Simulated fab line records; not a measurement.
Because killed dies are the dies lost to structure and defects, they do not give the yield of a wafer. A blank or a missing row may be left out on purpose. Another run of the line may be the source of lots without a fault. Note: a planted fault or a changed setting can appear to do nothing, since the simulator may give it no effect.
What tool caused it? + flow gf180mcu + 39 wafers from 13 lots sampled at 4 of the route's 602 steps

## WHAT EACH GAUGE READ, for each wafer
GF_STI_CD_MEAS_12 targets a cd of 220 nm. Usual: cdNm at 219.7 nm, with a standard deviation of 1.6.
| lot  | measured    | on       | cdNm (nm)         | flag |
|------|-------------|----------|-------------------|------|
| L420 | day 2 00:20 | cdSem-02 | 218.9 219.9 218.8 |      |
| L421 | day 2 07:01 | cdSem-01 | 220.5 220.4 219.8 |      |
| L423 | day 2 17:32 | cdSem-01 | 219.6 220.8 219.3 |      |
| L424 | day 2 21:46 | cdSem-01 | 220.0 218.8 217.7 |      |
| L425 | day 3 02:24 | cdSem-02 | 222.1 219.9 220.6 |      |
| L426 | day 3 07:46 | cdSem-02 | 173.1 173.5 172.9 | OFF  |
| L429 | day 3 23:44 | cdSem-02 | 220.0 221.0 221.0 |      |
| L438 | day 5 22:47 | cdSem-02 | 218.9 218.5 219.1 |      |
| L439 | day 6 04:58 | cdSem-01 | 220.7 220.0 219.5 |      |
| L440 | day 6 08:49 | cdSem-01 | 219.9 220.8 221.0 |      |
| L441 | day 6 14:13 | cdSem-01 | 222.0 222.4 222.3 |      |
| L442 | day 6 18:44 | cdSem-02 | 222.1 221.8 222.8 |      |
| L443 | day 7 01:11 | cdSem-01 | 219.4 220.4 219.8 |      |

GF_VT_IMPLANT_OVL_MEAS_40. Usual: for VT_IMPLANT_03_OVL the level is 0.6 nm and the standard deviation is 1.4.
| lot  | measured     | on         | VT_IMPLANT_03_OVL (nm) | flag |
|------|--------------|------------|------------------------|------|
| L420 | day 7 11:13  | overlay-01 | -0.7 -2.0 -0.3         |      |
| L421 | day 7 19:55  | overlay-02 | -2.0 -1.9 -2.0         |      |
| L423 | day 8 11:34  | overlay-01 | -0.9 -0.1 1.6          |      |
| L424 | day 8 15:41  | overlay-02 | -0.5 2.1 -0.6          |      |
| L425 | day 8 21:52  | overlay-02 | -0.1 -1.7 0.1          |      |
| L429 | day 10 01:22 | overlay-01 | 2.2 2.1 1.7            |      |
| L438 | day 12 17:06 | overlay-01 | 1.5 0.3 1.8            |      |
| L439 | day 13 05:01 | overlay-02 | -0.8 -0.2 -0.6         |      |
| L440 | day 13 05:07 | overlay-02 | 0.3 1.7 0.1            |      |
| L441 | day 13 13:16 | overlay-02 | -1.1 -0.4 -1.1         |      |
| L442 | day 13 18:13 | overlay-01 | 1.7 3.3 1.3            |      |
| L443 | day 14 04:33 | overlay-01 | 2.8 2.2 1.8            |      |

## WHAT TOOL EACH LOT RAN ON (gives the tool, then ch and the chambers of the sampled wafers, and finally the start)
| lot  | GF_STI_EXPOSE_09                | GF_NWELL_STRIP_10                  |
|------|---------------------------------|------------------------------------|
| L420 | krfScanner-01 ch 0, day 1 19:04 | plasmaAsher-01 ch 0,1, day 3 06:11 |
| L421 | krfScanner-01 ch 0, day 2 00:54 | plasmaAsher-01 ch 0,1, day 3 12:38 |
| L423 | krfScanner-02 ch 0, day 2 11:46 | plasmaAsher-01 ch 0,1, day 4 00:07 |
| L424 | krfScanner-01 ch 0, day 2 15:41 | plasmaAsher-03 ch 0,1, day 4 05:17 |
| L425 | krfScanner-01 ch 0, day 2 21:00 | plasmaAsher-03 ch 0,1, day 4 10:01 |
| L426 | krfScanner-01 ch 0, day 3 01:29 | -                                  |
| L429 | krfScanner-01 ch 0, day 3 16:52 | plasmaAsher-01 ch 0,1, day 5 08:59 |
| L438 | krfScanner-02 ch 0, day 5 15:19 | plasmaAsher-03 ch 0,1, day 7 10:48 |
| L439 | krfScanner-01 ch 0, day 5 21:35 | plasmaAsher-01 ch 0,1, day 7 19:52 |
| L440 | krfScanner-02 ch 0, day 6 01:26 | plasmaAsher-03 ch 0,1, day 7 20:49 |
| L441 | krfScanner-01 ch 0, day 6 06:40 | plasmaAsher-04 ch 1, day 8 03:00   |
| L442 | krfScanner-02 ch 0, day 6 11:28 | plasmaAsher-04 ch 0,1, day 8 06:53 |
| L443 | krfScanner-01 ch 0, day 6 17:56 | plasmaAsher-04 ch 0,1, day 8 14:11 |
- GF_STI_EXPOSE_09: exposes mask COMP, target cd 220 nm.
- GF_NWELL_STRIP_10: strips in O2/N2.

## AS READ BY THE TOOLS THEMSELVES (means over the sampled wafers that have a number; for cases with no such wafer, the mark the record gives instead)
GF_NWELL_STRIP_10. Usual: drypumpMotorCurrentA 5.9 A, standard deviation 0.4; heaterPowerW 365 W, standard deviation 33; oesProductAu 0.722 a.u., standard deviation 0.0046; stripTimeToEndpointS 36.95 s, standard deviation 0.11.
| lot  | tool           | drypumpMotorCurrentA (A) | heaterPowerW (W) | oesProductAu (a.u.) | stripTimeToEndpointS (s) | flag |
|------|----------------|--------------------------|------------------|---------------------|--------------------------|------|
| L420 | plasmaAsher-01 | 6.0                      | 377              | 0.724               | 36.81                    |      |
| L421 | plasmaAsher-01 | 6.0                      | 372              | 0.724               | 36.96                    |      |
| L423 | plasmaAsher-01 | 5.7                      | 362              | 0.719               | 36.81                    |      |
| L424 | plasmaAsher-03 | 5.7                      | 386              | 0.721               | 36.96                    |      |
| L425 | plasmaAsher-03 | 5.6                      | 386              | 0.722               | 36.96                    |      |
| L429 | plasmaAsher-01 | 6.0                      | 380              | 0.720               | 37.20                    |      |
| L438 | plasmaAsher-03 | 5.7                      | 389              | 0.724               | 36.89                    |      |
| L439 | plasmaAsher-01 | 5.7                      | 358              | 0.725               | 37.05                    |      |
| L440 | plasmaAsher-03 | 5.6                      | 388              | 0.723               | 36.95                    |      |
| L441 | plasmaAsher-04 | 6.4                      | 337              | 0.722               | 36.84                    |      |
| L442 | plasmaAsher-04 | 6.2                      | 305              | 0.725               | 36.99                    |      |
| L443 | plasmaAsher-04 | 6.2                      | 310              | 0.722               | 36.93                    |      |

## THE ANSWER, worked out from the rows above alone
Rule: a lot is off if the mean of its wafers that have a number lies more than 3 standard deviations from the usual mean. A lot without any number at a reading at which 4 lots or more have one is off too. Any other lot the step has rows for is counted as sound. Order of review: gauges by route order, followed by the tools' own readings, for which a lot's mean as printed above is used. The first step at which some lot is off is used, and at that step the reading that is off furthest; a lot without a number counts as furthest.
Off, at GF_STI_CD_MEAS_12 on cdNm: L426.
If a tool, at a process step before that reading, ran all the lots that are off and no sound lot after the first of them, it fits. The gauges at GF_STI_CD_MEAS_12 are tried like those tools. Of those tried, none fits.

## WHAT THE SIMULATOR PUT IN
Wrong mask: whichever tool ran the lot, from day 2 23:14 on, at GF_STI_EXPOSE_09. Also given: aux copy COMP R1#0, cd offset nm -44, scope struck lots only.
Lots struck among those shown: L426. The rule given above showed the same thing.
